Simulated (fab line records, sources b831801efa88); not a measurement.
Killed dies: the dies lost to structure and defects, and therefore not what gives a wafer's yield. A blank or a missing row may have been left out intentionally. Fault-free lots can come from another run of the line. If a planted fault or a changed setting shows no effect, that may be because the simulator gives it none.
What tool caused it? :: flow gf180mcu :: 12 lots, 36 wafers sampled, at 6 steps of a route of 602

WHAT EACH GAUGE READ, for each wafer
GF_V4_THK_MEAS_03.
lot: L144
measured: day 24 00:42
on: film metro-03
V4_CVD_02_THK (nm): 826 852 851

lot: L142
measured: day 24 02:34
on: film metro-01
V4_CVD_02_THK (nm): 818 835 850

lot: L143
measured: day 24 04:25
on: film metro-02
V4_CVD_02_THK (nm): 846 833 844

lot: L141
measured: day 24 06:38
on: film metro-01
V4_CVD_02_THK (nm): 855 860 854

lot: L145
measured: day 24 09:02
on: film metro-02
V4_CVD_02_THK (nm): 842 844 852

lot: L146
measured: day 24 11:21
on: film metro-02
V4_CVD_02_THK (nm): 842 854 843

lot: L149
measured: day 25 07:07
on: film metro-03
V4_CVD_02_THK (nm): 846 832 856

lot: L153
measured: day 26 15:14
on: film metro-01
V4_CVD_02_THK (nm): 854 803 808

lot: L158
measured: day 28 09:40
on: film metro-02
V4_CVD_02_THK (nm): 848 850 841

lot: L159
measured: day 28 23:21
on: film metro-02
V4_CVD_02_THK (nm): 835 850 857

lot: L160
measured: day 29 02:29
on: film metro-01
V4_CVD_02_THK (nm): 844 819 846

lot: L164
measured: day 30 08:37
on: film metro-03
V4_CVD_02_THK (nm): 847 857 855

GF_V4_OVL_MEAS_15.
lot: L144
measured: day 24 23:09
on: overlay-01
V4_OVL (nm): 4 0 -5

lot: L142
measured: day 25 01:33
on: overlay-01
V4_OVL (nm): 3 -10 -5

lot: L143
measured: day 25 02:16
on: overlay-01
V4_OVL (nm): -1 -7 0

lot: L141
measured: day 25 05:48
on: overlay-01
V4_OVL (nm): 7 -2 -9

lot: L145
measured: day 25 07:54
on: overlay-01
V4_OVL (nm): -1 -2 -5

lot: L146
measured: day 25 09:58
on: overlay-02
V4_OVL (nm): -2 8 3

lot: L149
measured: day 26 05:30
on: overlay-01
V4_OVL (nm): -6 1 0

lot: L153
measured: day 27 13:55
on: overlay-02
V4_OVL (nm): 9 7 -1

lot: L158
measured: day 29 07:22
on: overlay-02
V4_OVL (nm): 3 7 6

lot: L159
measured: day 29 19:51
on: overlay-02
V4_OVL (nm): 10 4 4

lot: L160
measured: day 29 23:45
on: overlay-01
V4_OVL (nm): -1 9 3

lot: L164
measured: day 31 02:10
on: overlay-02
V4_OVL (nm): 4 10 9

EACH LOT AND THE TOOL THAT RAN IT (in order: tool; ch and the chambers of the sampled wafers; start)
lot: L144
GF_V3_CVD_02: pecvd-03 ch 1,2, day 22 00:31
GF_M4_SPUTTER_01: pvd sputter-04, day 23 01:02
GF_V4_CVD_02: pecvd-02 ch 1,2, day 24 00:38
GF_V4_CMP_04: cmp-02 ch 0,1,3, day 24 00:52

lot: L142
GF_V3_CVD_02: pecvd-04 ch 0,2, day 22 03:05
GF_M4_SPUTTER_01: pvd sputter-03, day 23 03:20
GF_V4_CVD_02: pecvd-01 ch 0,1,2, day 24 02:29
GF_V4_CMP_04: cmp-02 ch 1,2,3, day 24 02:40

lot: L143
GF_V3_CVD_02: pecvd-02 ch 0,1, day 22 04:37
GF_M4_SPUTTER_01: pvd sputter-04, day 23 05:05
GF_V4_CVD_02: pecvd-02 ch 0,1, day 24 04:20
GF_V4_CMP_04: cmp-01 ch 0,2, day 24 04:31

lot: L141
GF_V3_CVD_02: pecvd-04 ch 1,2, day 22 06:05
GF_M4_SPUTTER_01: pvd sputter-04, day 23 07:11
GF_V4_CVD_02: pecvd-04 ch 1,2, day 24 06:34
GF_V4_CMP_04: cmp-01 ch 0,1,2, day 24 06:44

lot: L145
GF_V3_CVD_02: pecvd-02 ch 1,2, day 22 09:24
GF_M4_SPUTTER_01: pvd sputter-02, day 23 09:53
GF_V4_CVD_02: pecvd-04 ch 1,2, day 24 08:58
GF_V4_CMP_04: cmp-02 ch 0,2,3, day 24 09:06

lot: L146
GF_V3_CVD_02: pecvd-03 ch 0,2, day 22 11:08
GF_M4_SPUTTER_01: pvd sputter-04, day 23 11:48
GF_V4_CVD_02: pecvd-02 ch 1,2, day 24 11:16
GF_V4_CMP_04: cmp-02 ch 1,2,3, day 24 11:29

lot: L149
GF_V3_CVD_02: pecvd-03 ch 0,1,2, day 23 06:59
GF_M4_SPUTTER_01: pvd sputter-02, day 24 07:46
GF_V4_CVD_02: pecvd-02 ch 1,2, day 25 07:02
GF_V4_CMP_04: cmp-02 ch 1,3, day 25 07:14

lot: L153
GF_V3_CVD_02: pecvd-03 ch 0,1,2, day 24 16:31
GF_M4_SPUTTER_01: pvd sputter-04, day 25 16:57
GF_V4_CVD_02: pecvd-02 ch 0,1,2, day 26 15:11
GF_V4_CMP_04: cmp-02 ch 1,2,3, day 26 15:38

lot: L158
GF_V3_CVD_02: pecvd-04 ch 1,2, day 26 11:12
GF_M4_SPUTTER_01: pvd sputter-03, day 27 10:43
GF_V4_CVD_02: pecvd-04 ch 0,2, day 28 09:35
GF_V4_CMP_04: cmp-01 ch 0,1,3, day 28 09:46

lot: L159
GF_V3_CVD_02: pecvd-02 ch 0,1,2, day 27 00:49
GF_M4_SPUTTER_01: pvd sputter-04, day 28 01:29
GF_V4_CVD_02: pecvd-01 ch 0,2, day 28 23:17
GF_V4_CMP_04: cmp-01 ch 0,1,3, day 28 23:25

lot: L160
GF_V3_CVD_02: pecvd-04 ch 0,2, day 27 04:10
GF_M4_SPUTTER_01: pvd sputter-03, day 28 04:17
GF_V4_CVD_02: pecvd-01 ch 0,1, day 29 02:25
GF_V4_CMP_04: cmp-01 ch 1,2,3, day 29 02:47

lot: L164
GF_V3_CVD_02: pecvd-02 ch 0,1, day 28 12:18
GF_M4_SPUTTER_01: pvd sputter-03, day 29 11:59
GF_V4_CVD_02: pecvd-01 ch 1,2, day 30 08:32
GF_V4_CMP_04: cmp-01 ch 0,3, day 30 08:43
- GF_V3_CVD_02: deposits SiO2 from TEOS, target thk 850 nm, time 94.851 s.
- GF_M4_SPUTTER_01: material TiN, target thk 30 nm, time 25 s.
- GF_V4_CVD_02: deposits SiO2 from TEOS, target thk 850 nm, time 94.851 s.
- GF_V4_CMP_04: polishes SiO2.

WHAT THE TOOLS THEMSELVES READ (means of the sampled wafers that have a number; where no wafer has one, the mark that the record gives instead)
GF_V3_CVD_02.
lot: L144
tool: pecvd-03
heater power w (W): 631

lot: L142
tool: pecvd-04
heater power w (W): 624

lot: L143
tool: pecvd-02
heater power w (W): 727

lot: L141
tool: pecvd-04
heater power w (W): 648

lot: L145
tool: pecvd-02
heater power w (W): 759

lot: L146
tool: pecvd-03
heater power w (W): 673

lot: L149
tool: pecvd-03
heater power w (W): 696

lot: L153
tool: pecvd-03
heater power w (W): 643

lot: L158
tool: pecvd-04
heater power w (W): 663

lot: L159
tool: pecvd-02
heater power w (W): 692

lot: L160
tool: pecvd-04
heater power w (W): 601

lot: L164
tool: pecvd-02
heater power w (W): 659

GF_M4_SPUTTER_01.
lot: L144
tool: pvd sputter-04
throttle valve pct (%): 30.7

lot: L142
tool: pvd sputter-03
throttle valve pct (%): 31.8

lot: L143
tool: pvd sputter-04
throttle valve pct (%): 31.1

lot: L141
tool: pvd sputter-04
throttle valve pct (%): 31.1

lot: L145
tool: pvd sputter-02
throttle valve pct (%): 30.0

lot: L146
tool: pvd sputter-04
throttle valve pct (%): 31.3

lot: L149
tool: pvd sputter-02
throttle valve pct (%): 29.6

lot: L153
tool: pvd sputter-04
throttle valve pct (%): 31.3

lot: L158
tool: pvd sputter-03
throttle valve pct (%): 30.5

lot: L159
tool: pvd sputter-04
throttle valve pct (%): 30.2

lot: L160
tool: pvd sputter-03
throttle valve pct (%): 30.6

lot: L164
tool: pvd sputter-03
throttle valve pct (%): 30.6

GF_V4_CVD_02.
lot: L144
tool: pecvd-02
heater power w (W): 775

lot: L142
tool: pecvd-01
heater power w (W): 654

lot: L143
tool: pecvd-02
heater power w (W): 728

lot: L141
tool: pecvd-04
heater power w (W): 667

lot: L145
tool: pecvd-04
heater power w (W): 706

lot: L146
tool: pecvd-02
heater power w (W): 756

lot: L149
tool: pecvd-02
heater power w (W): 748

lot: L153
tool: pecvd-02
heater power w (W): 637

lot: L158
tool: pecvd-04
heater power w (W): 615

lot: L159
tool: pecvd-01
heater power w (W): 644

lot: L160
tool: pecvd-01
heater power w (W): 544

lot: L164
tool: pecvd-01
heater power w (W): 748

GF_V4_CMP_04.
lot: L144
tool: cmp-02
head pressure psi (psi): 4.004
motor current A (A): 12.9
slurry flow ml min: 150.4
time to endpoint s (s): 76

lot: L142
tool: cmp-02
head pressure psi (psi): 4.002
motor current A (A): 12.8
slurry flow ml min: 150.4
time to endpoint s (s): 70

lot: L143
tool: cmp-01
head pressure psi (psi): 4.004
motor current A (A): 12.3
slurry flow ml min: 150.0
time to endpoint s (s): 78

lot: L141
tool: cmp-01
head pressure psi (psi): 3.994
motor current A (A): 12.0
slurry flow ml min: 149.8
time to endpoint s (s): 86

lot: L145
tool: cmp-02
head pressure psi (psi): 3.998
motor current A (A): 12.6
slurry flow ml min: 149.7
time to endpoint s (s): 74

lot: L146
tool: cmp-02
head pressure psi (psi): 4.000
motor current A (A): 12.8
slurry flow ml min: 149.5
time to endpoint s (s): 72

lot: L149
tool: cmp-02
head pressure psi (psi): 3.997
motor current A (A): 13.9
slurry flow ml min: 150.1
time to endpoint s (s): 73

lot: L153
tool: cmp-02
head pressure psi (psi): 4.000
motor current A (A): 13.5
slurry flow ml min: 149.3
time to endpoint s (s): 66

lot: L158
tool: cmp-01
head pressure psi (psi): 4.002
motor current A (A): 12.1
slurry flow ml min: 149.9
time to endpoint s (s): 78

lot: L159
tool: cmp-01
head pressure psi (psi): 4.002
motor current A (A): 12.4
slurry flow ml min: 150.1
time to endpoint s (s): 81

lot: L160
tool: cmp-01
head pressure psi (psi): 4.005
motor current A (A): 12.0
slurry flow ml min: 150.0
time to endpoint s (s): 76

lot: L164
tool: cmp-01
head pressure psi (psi): 4.006
motor current A (A): 11.7
slurry flow ml min: 150.1
time to endpoint s (s): 88

THE ANSWER, worked out from the rows above alone
Rule: the usual values come from the lots themselves. Put in order of their means at a reading, lots are off if they are a third of the lots or fewer, leave a main group of 4 or more, and stand apart from it by a gap of 3 or more times the standard deviation of the main group's means; of several such gaps the widest counts. The tables above print the reading to a certain number of digits; a main group whose means all agree to those digits is not used. A lot without any number at a reading at which 4 lots or more have one is off too. Any other lot the step has rows for is counted as sound. The gauges are gone through in route order, then the tools' own readings, and for those a lot's mean is taken as printed above. At the first step where some lot is off, the reading lying furthest off is the one used; lots without a number count as furthest.
None of the lots is off at any reading shown; this tells nothing.

WHAT THE SIMULATOR HAD INSERTED
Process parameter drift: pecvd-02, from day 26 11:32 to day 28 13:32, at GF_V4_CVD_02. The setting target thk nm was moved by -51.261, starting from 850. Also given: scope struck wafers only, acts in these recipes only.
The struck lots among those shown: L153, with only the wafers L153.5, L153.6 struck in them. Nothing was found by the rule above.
